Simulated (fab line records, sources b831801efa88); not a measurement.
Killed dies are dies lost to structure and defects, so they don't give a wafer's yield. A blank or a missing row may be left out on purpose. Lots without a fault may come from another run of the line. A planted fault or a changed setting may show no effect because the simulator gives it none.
One fault seen from 2 desks | flow gf180mcu | each desk has only its own numbers; what lay behind them comes last

THE TOOL OWNER'S DESK: implanter-01
The tool's own readings at GF_MVPSD_IMPLANT_08: means of the sampled wafers that have a number, for each lot that ran on this tool. A lot is out of limits, marked OUT, if its mean lies more than 4 standard deviations from the usual mean; the brackets give that distance.
Columns: A = dose_ions_cm2 at GF_MVPSD_IMPLANT_08, usual 1.4997e+13; B = faraday_current_uA at GF_MVPSD_IMPLANT_08, usual 84.6
lot  | first seen here | A                            | B
L339 | day 5 17:02     | 1.5001e+13                   | 85.3
L348 | day 8 02:07     | 3.7233e+12 (-99 or more) OUT | 21.2 (-37) OUT
L349 | day 8 07:17     | 3.7277e+12 (-99 or more) OUT | 20.8 (-38) OUT
This desk's finding: out of limits on L348, L349; first on L348, day 8 02:07 (dose_ions_cm2 at GF_MVPSD_IMPLANT_08). In limits: L339.

THE METROLOGY DESK
What the gauges read, lot by lot, whatever tool the lot ran on: means of the sampled wafers that have a number. A lot is out of limits, marked OUT, if its mean lies more than 4 standard deviations from the usual mean; the brackets give that distance.
Columns: A = MVPSD_TW at GF_MVPSD_TW_MEAS_11, usual 558.8; B = MVPSD_RS at GF_VT_IMPLANT_RS_MEAS_49, usual 1168 ohm/sq; C = CONTACT_BOW at GF_CONTACT_BOW_MEAS_05, usual 64 um; D = CONTACT_OVL at GF_CONTACT_OVL_MEAS_15, usual -1 nm
lot  | first seen here | A               | B                      | C  | D
L338 | day 5 12:41     | 561.0           | 1167                   | 64 | -0
L339 | day 5 17:23     | 558.4           | 1170                   | 66 | 1
L341 | day 6 07:25     | 562.4           | 1168                   | 68 | 3
L343 | day 6 19:26     | 554.7           | 1168                   | 67 | 3
L348 | day 8 02:29     | 413.0 (-54) OUT | 2213 (+99 or more) OUT | 57 | 5
L349 | day 8 07:38     | 413.2 (-54) OUT | 2225 (+99 or more) OUT | 70 | -2
L352 | day 9 01:20     | 553.4           | 1174                   | 54 | -1
L353 | day 9 08:02     | 560.2           | 1165                   | 58 | 4
L354 | day 9 11:52     | 562.0           | 1167                   | 68 | -0
L355 | day 9 18:27     | 560.2           | 1172                   | 59 | 3
L357 | day 10 07:25    | 558.9           | 1167                   | 66 | -3
L358 | day 10 13:14    | 562.3           | 1164                   | 57 | -4
L359 | day 10 19:10    | 559.2           | 1174                   | 68 | -5
This desk's finding: out of limits on L348, L349; first on L348, day 8 02:29 (MVPSD_TW at GF_MVPSD_TW_MEAS_11). In limits: L338, L339, L341, L343, L352, L353, L354, L355, L357, L358, L359.

PUT TOGETHER
The tool owner's desk could have raised an alarm at day 8 02:07, on L348, L349.
The metrology desk could have raised an alarm at day 8 02:29, on L348, L349.
Of the lots named, all ran GF_MVPSD_IMPLANT_08 on implanter-01.

WHAT THE SIMULATOR HAD PUT IN
Process parameter drift: implanter-01, from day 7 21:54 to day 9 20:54, at GF_MVPSD_IMPLANT_08. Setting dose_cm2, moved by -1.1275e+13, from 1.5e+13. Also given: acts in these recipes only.
Lots struck among those shown: L348, L349.
Hours from the fault's start to each desk's first reading out of limits: the tool owner's desk, 4; the metrology desk, 5.
